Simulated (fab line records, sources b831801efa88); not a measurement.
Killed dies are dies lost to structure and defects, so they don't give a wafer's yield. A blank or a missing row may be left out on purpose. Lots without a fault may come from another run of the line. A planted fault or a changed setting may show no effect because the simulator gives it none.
fab line records | flow sky130
record lots=15 wafers=45 last_day=50
route steps=708 shown POLY_GATE@234 LDD_LDN@301 LOCAL_INTERCONNECT@389 CONTACT@421
lots that met no fault: from a run of the same line without faults
start_h: hours from the record's first day to the start of the lot's first wafer shown | wait_h: hours since the lot's step before | " the same as in the row above | L1.1+2: a row that stands for several wafers | - no value, or no start given | * or withheld: withheld | < > ~ a bound
route shown NAME@n: a module of which the file shows steps, and the number in the route of the first | usual: mean/standard deviation of fault-free wafers | same: alike in all rows | chamber/n: place in a boat | sites: the reading at each site | _std_site: their standard deviation | _edge_site: outer sites' mean less inner sites' | radius_mm: how far each site lies from the wafer's centre | mask NAME#n: copy n | behind: the tool/chamber that last shaped the wafer | hold: why the lot was held/for how many hours/how that ended | device: the transistor (n, p or np) that didn't switch | end of line: the same wafers' tests at the end of the route | a step without rows: its recipe alone | killed: dies lost to structure and defects at the first sort, not the wafer's yield | map: a wafer's dies, x killed, . not, _ none there
set.NAME: the setting as run; set.NAME@STEP: as run at that earlier step | model.NAME: the simulator's own value behind a step, which no gauge read
steps of the route over a sample of lots; a table a step, a row a wafer
services: from which hour (start_h, from the record's first day; less than 0 if before it) a tool's chamber was out of use, for how many hours, and why
## steps
# step SKY_POLY_GATE_OXIDATION_20
# recipe temp_c=850 ambient=O2 stabilise_s=600 purge_s=300 target_thk_a=40 ox_time_s=899
# usual ox_temp_c=850.0/0.35 ox_temp_c_max=854.4/1 spike_tc_bottom_C=871.8/1.8 spike_tc_lower_C=849.8/1.1 spike_tc_top_C=859.0/2.1 spike_tc_upper_C=851.6/1.5 zone_power_centre_pct=15.79/0.24
# columns lot.wafer tool chamber start_h wait_h ox_temp_c ox_temp_c_max spike_tc_bottom_C spike_tc_lower_C spike_tc_top_C spike_tc_upper_C zone_power_centre_pct
L525.1 furnace-01 0 376.63 0.5 850.3 855.2 870.7 849.4 862.3 853.3 15.61
L525.3 " 0 " " 850.9 856.2 869.0 850.3 860.6 850.7 15.86
L525.6 " 0 " " 850.2 855.4 871.0 847.9 862.4 850.8 15.62
L528.1 furnace-02 0 394.74 0.0 850.4 854.1 874.4 849.6 856.4 847.9 15.71
L528.4 " 0 " " 850.7 854.2 875.3 851.2 856.7 850.4 15.90
L528.5 " 0 " " 850.3 854.5 873.8 849.0 856.8 849.5 15.51
L529.2 furnace-01 0 431.63 0.6 850.5 855.2 871.1 850.4 860.1 853.6 15.91
L529.3 " 0 " " 849.9 855.4 869.6 849.1 860.9 851.8 15.80
L529.5 " 0 " " 850.0 855.2 870.8 849.3 862.1 852.6 16.33
L530.3 furnace-01 0 431.63 0.4 849.8 856.5 870.4 848.4 860.4 854.2 16.04
L530.4 " 0 " " 849.8 853.8 871.0 849.9 860.6 853.6 15.94
L530.6 " 0 " " 849.6 854.9 870.9 849.8 860.6 852.7 15.90
L531.1 furnace-01 0 432.88 1.2 850.1 854.6 871.8 848.6 858.8 852.2 15.79
L531.4 " 0 " " 850.0 855.9 870.2 848.0 860.6 853.0 15.84
L531.5 " 0 " " 850.2 856.3 873.1 851.2 860.0 851.5 16.15
L537.1 furnace-02 - 480.22 0.0 - - - - - - -
L537.2 " - " " - - - - - - -
L537.6 " - " " - - - - - - -
L538.1 furnace-01 - 490.92 0.0 - - - - - - -
L538.5 " - " " - - - - - - -
L538.6 " - " " - - - - - - -
L539.2 furnace-02 - 493.68 0.0 - - - - - - -
L539.3 " - " " - - - - - - -
L539.5 " - " " - - - - - - -
L542.1 furnace-01 0 517.39 0.0 849.6 853.6 870.6 849.6 859.7 854.1 15.63
L542.2 " 0 " " 849.7 854.0 872.5 848.6 862.7 853.5 16.04
L542.4 " 0 " " 849.5 855.4 871.8 847.5 860.8 852.9 16.21
L543.3 furnace-01 0 522.04 0.4 850.0 855.2 872.0 849.4 859.9 851.7 15.79
L543.5 " 0 " " 850.2 855.6 871.8 850.2 861.4 853.6 15.55
L543.6 " 0 " " 849.6 856.0 871.4 849.7 861.1 852.7 15.87
L544.1 furnace-02 0 549.28 0.9 850.5 853.3 874.5 849.6 856.7 849.8 15.44
L544.2 " 0 " " 850.0 854.2 873.7 852.2 858.9 850.5 15.34
L544.6 " 0 " " 850.5 853.8 873.1 852.5 856.1 850.3 15.72
L545.1 furnace-02 0 549.28 1.2 849.5 852.9 873.3 849.0 856.6 851.7 15.52
L545.5 " 0 " " 850.1 854.4 873.4 851.4 855.1 850.9 15.79
L545.6 " 0 " " 849.9 854.1 871.9 849.5 857.4 851.8 15.58
L546.3 furnace-02 0 552.00 0.0 849.5 853.0 873.9 850.2 856.8 851.7 15.21
L546.5 " 0 " " 850.3 853.9 875.0 849.7 855.4 849.3 15.53
L546.6 " 0 " " 850.2 853.6 874.5 852.3 857.6 849.2 15.81
L547.1 furnace-01 0 558.30 0.0 849.9 853.6 871.0 849.2 861.7 853.2 16.07
L547.3 " 0 " " 850.0 854.6 870.6 849.7 860.6 852.5 15.67
L547.4 " 0 " " 850.2 855.2 871.0 849.6 859.8 853.5 15.94
L548.1 furnace-02 0 568.93 0.0 849.6 853.4 873.7 850.2 857.0 849.7 15.51
L548.3 " 0 " " 850.3 852.9 874.2 850.8 856.8 851.1 15.58
L548.5 " 0 " " 850.2 853.5 872.2 849.7 857.3 850.5 15.75
# step SKY_LDD_LDN_STRIP_12
# recipe chemistry=O2/N2 power_w=1400 pressure_mtorr=1500 platen_temp_c=withheld o2_flow_sccm=3000 n2_flow_sccm=300 overash_fraction=0.5
# usual drypump_motor_current_A=5.4/0.44 oes_product_au=0.715/0.0042 strip_time_to_endpoint_s=14.15/0.049
# columns lot.wafer tool chamber start_h wait_h drypump_motor_current_A oes_product_au rf_hours_counter_h strip_time_to_endpoint_s
L525.1 plasma_asher-04 0 532.02 0.1 6.0 0.713 86 14.22
L525.3 " 0 " " 6.0 0.716 - 14.20
L525.6 " 0 " " 6.0 0.714 - 14.17
L528.1 plasma_asher-04 1 552.34 0.1 4.9 0.720 88 14.11
L528.4 " 0 " " 6.0 0.714 - 14.07
L528.5 " 1 " " 4.9 0.712 - 14.14
L529.2 plasma_asher-04 1 585.89 0.1 4.9 0.713 90 14.14
L529.3 " 0 " " 6.0 0.714 - 14.15
L529.5 " 1 " " 4.9 0.711 - 14.10
L530.3 plasma_asher-02 1 587.30 0.1 5.3 0.708 - 14.09
L530.4 " 0 " " 5.7 0.712 - 14.07
L530.6 " 0 " " 5.7 0.709 - 14.15
L531.1 plasma_asher-02 1 587.66 0.1 5.3 0.714 47 14.10
L531.4 " 0 " " 5.6 0.717 - 14.10
L531.5 " 1 " " 5.3 0.716 - 14.08
L537.1 plasma_asher-03 1 632.46 0.1 5.9 0.720 80 14.13
L537.2 " 0 " " 4.9 0.714 80 14.18
L537.6 " 0 " " 4.9 0.717 - 14.14
L538.1 plasma_asher-03 1 643.84 0.1 5.9 0.710 81 14.21
L538.5 " 1 " " 5.9 0.721 - 14.25
L538.6 " 0 " " 4.9 0.709 - 14.18
L539.2 plasma_asher-02 0 645.34 0.1 5.6 0.720 54 14.14
L539.3 " 1 " " 5.3 0.712 - 14.16
L539.5 " 0 " " 5.6 0.723 - 14.17
L542.1 plasma_asher-03 1 667.04 0.1 5.9 0.713 84 14.23
L542.2 " 0 " " 4.9 0.716 84 14.27
L542.4 " 0 " " 4.9 0.715 - 14.19
L543.3 plasma_asher-02 0 671.09 0.1 5.6 0.720 - 14.21
L543.5 " 0 " " 5.6 0.710 - 14.20
L543.6 " 1 " " 5.3 0.714 - 14.20
L545.1 plasma_asher-03 1 696.84 0.1 5.9 0.717 86 14.26
L545.5 " 0 " " 4.9 0.709 - 14.18
L545.6 " 1 " " 5.9 0.722 - 14.19
L544.1 plasma_asher-02 1 697.57 0.1 5.3 0.721 59 14.15
L544.2 " 0 " " 5.7 0.707 59 14.15
L544.6 " 0 " " 5.7 0.721 - 14.15
L546.3 plasma_asher-04 1 698.80 0.1 4.9 0.720 - 14.23
L546.5 " 1 " " 4.9 0.711 - 14.19
L546.6 " 0 " " 6.0 0.719 - 14.17
L547.1 plasma_asher-03 0 703.59 0.1 4.9 0.715 87 14.14
L547.3 " 1 " " 5.9 0.714 - 14.14
L547.4 " 0 " " 4.9 0.720 - 14.17
L548.1 plasma_asher-04 1 714.14 0.1 4.9 0.718 101 14.14
L548.3 " 0 " " 6.0 0.718 - 14.10
L548.5 " 0 " " 6.0 0.719 - 14.17
# step SKY_LOCAL_INTERCONNECT_THK_MEAS_02
# recipe thk_meas_gauge=xrf reads=TiN_of_LOCAL_INTERCONNECT_SPUTTER_00
# usual LOCAL_INTERCONNECT_TIN_THK=97.6/1.1
# columns lot.wafer tool chamber start_h wait_h LOCAL_INTERCONNECT_TIN_THK[nm]
L525.1 film_metro-01 - 682.94 0.1 97.2
L525.3 " - " " 97.2
L525.6 " - " " 97.5
L528.1 film_metro-01 - 700.59 0.1 96.7
L528.4 " - " " 96.6
L528.5 " - " " 96.3
L529.2 film_metro-04 - 732.95 0.1 98.6
L529.3 " - " " 98.3
L529.5 " - " " 97.8
L530.3 film_metro-01 - 733.30 0.1 98.2
L530.4 " - " " 98.3
L530.6 " - " " 97.3
L531.1 film_metro-01 - 737.48 0.1 96.7
L531.4 " - " " 96.0
L531.5 " - " " 96.4
L542.1 film_metro-02 - 807.45 0.1 96.7
L542.2 " - " " 98.1
L542.4 " - " " 97.0
L543.3 film_metro-04 - 812.63 0.1 99.2
L543.5 " - " " 99.3
L543.6 " - " " 98.7
L545.1 film_metro-02 - 837.09 0.1 98.0
L545.5 " - " " 98.6
L545.6 " - " " 98.9
L544.1 film_metro-02 - 838.59 0.1 98.0
L544.2 " - " " 97.4
L544.6 " - " " 98.0
L546.3 film_metro-01 - 840.67 0.1 99.6
L546.5 " - " " 97.9
L546.6 " - " " 98.7
L547.1 film_metro-01 - 846.56 0.1 96.4
L547.3 " - " " 95.5
L547.4 " - " " 95.3
L548.1 film_metro-04 - 854.01 0.1 97.7
L548.3 " - " " 99.7
L548.5 " - " " 98.2
# step SKY_CONTACT_OVL_MEAS_15
# usual CONTACT_OVL=-4/5
# columns lot.wafer tool chamber start_h wait_h CONTACT_OVL[nm]
L525.1 overlay-02 - 740.59 0.1 -9
L525.3 " - " " -8
L525.6 " - " " -11
L528.1 overlay-01 - 759.26 0.1 -1
L528.4 " - " " 5
L528.5 " - " " -2
L529.2 overlay-02 - 788.78 0.1 0
L529.3 " - " " 3
L529.5 " - " " 4
L530.3 overlay-02 - 790.62 0.1 -1
L530.4 " - " " -6
L530.6 " - " " -5
L531.1 overlay-01 - 793.59 0.1 -2
L531.4 " - " " -6
L531.5 " - " " -2
L542.1 overlay-02 - 861.29 0.1 -3
L542.2 " - " " 2
L542.4 " - " " 1
L543.3 overlay-01 - 865.92 0.1 0
L543.5 " - " " 4
L543.6 " - " " -1
L545.1 overlay-02 - 889.91 0.1 -5
L545.5 " - " " -7
L545.6 " - " " -1
L544.1 overlay-02 - 891.22 0.1 -2
L544.2 " - " " -1
L544.6 " - " " 2
L546.3 overlay-01 - 894.37 0.1 -1
L546.5 " - " " -2
L546.6 " - " " 2
L547.1 overlay-02 - 899.52 0.1 6
L547.3 " - " " -3
L547.4 " - " " 2
L548.1 overlay-02 - 906.84 0.1 -5
L548.3 " - " " -6
L548.5 " - " " -7
## services
# columns tool chamber start_h hours kind
furnace-02 - 363.37 2.9 pm
plasma_asher-03 - 376.81 0.8 repair
plasma_asher-04 - 384.56 5.2 pm
plasma_asher-03 - 404.21 0.4 repair
plasma_asher-02 - 425.99 15.6 repair
plasma_asher-04 - 433.49 3.8 repair
furnace-01 - 448.47 2.9 pm
furnace-02 - 530.78 3.1 pm
furnace-01 - 535.17 4.3 pm
plasma_asher-04 - 567.57 12.9 repair
plasma_asher-04 - 613.68 9.7 repair
furnace-01 - 617.14 3.8 pm
furnace-02 - 622.04 4.9 pm
plasma_asher-04 - 628.50 15.2 repair
furnace-02 - 652.21 5.9 pm
furnace-02 - 698.78 3.2 pm
## key
first_sign step=SKY_POLY_GATE_OXIDATION_20 reading=tool_record direction=missing
effect none on later readings
met_at SKY_POLY_GATE_OXIDATION_20
struck_lots L537,L538,L539
later_rows_left_out L537.1,L537.2,L537.6,L538.1,L538.5,L538.6,L539.2,L539.3,L539.5
sort_left_out L537.1,L537.2,L537.6,L538.1,L538.5,L538.6,L539.2,L539.3,L539.5
tester_left_out L537,L538,L539
not_acting_at SKY_LDD_LDN_STRIP_12,SKY_LOCAL_INTERCONNECT_THK_MEAS_02,SKY_CONTACT_OVL_MEAS_15
onset_between 432.88 480.22
fault kind=skipped_step_whole tool=furnace-01,furnace-02 chamber=- onset_h=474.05 steps=SKY_POLY_GATE_OXIDATION_20 scope=struck_lots_only
# tester_left_out: of these lots the tester's yield and bins aren't shown, on N5 and GAA mostly nor the transistor test; their killed dies are dies lost to structure and defects alone, not to doping, threshold or leakage, so they don't give the yield
# sort_left_out: the simulated sort isn't trusted on such a fault, so these wafers' sort isn't shown, and their yield isn't known
# later_rows_left_out: the simulator's readings of these wafers behind a module that went badly wrong aren't trusted and aren't shown, but for the sort
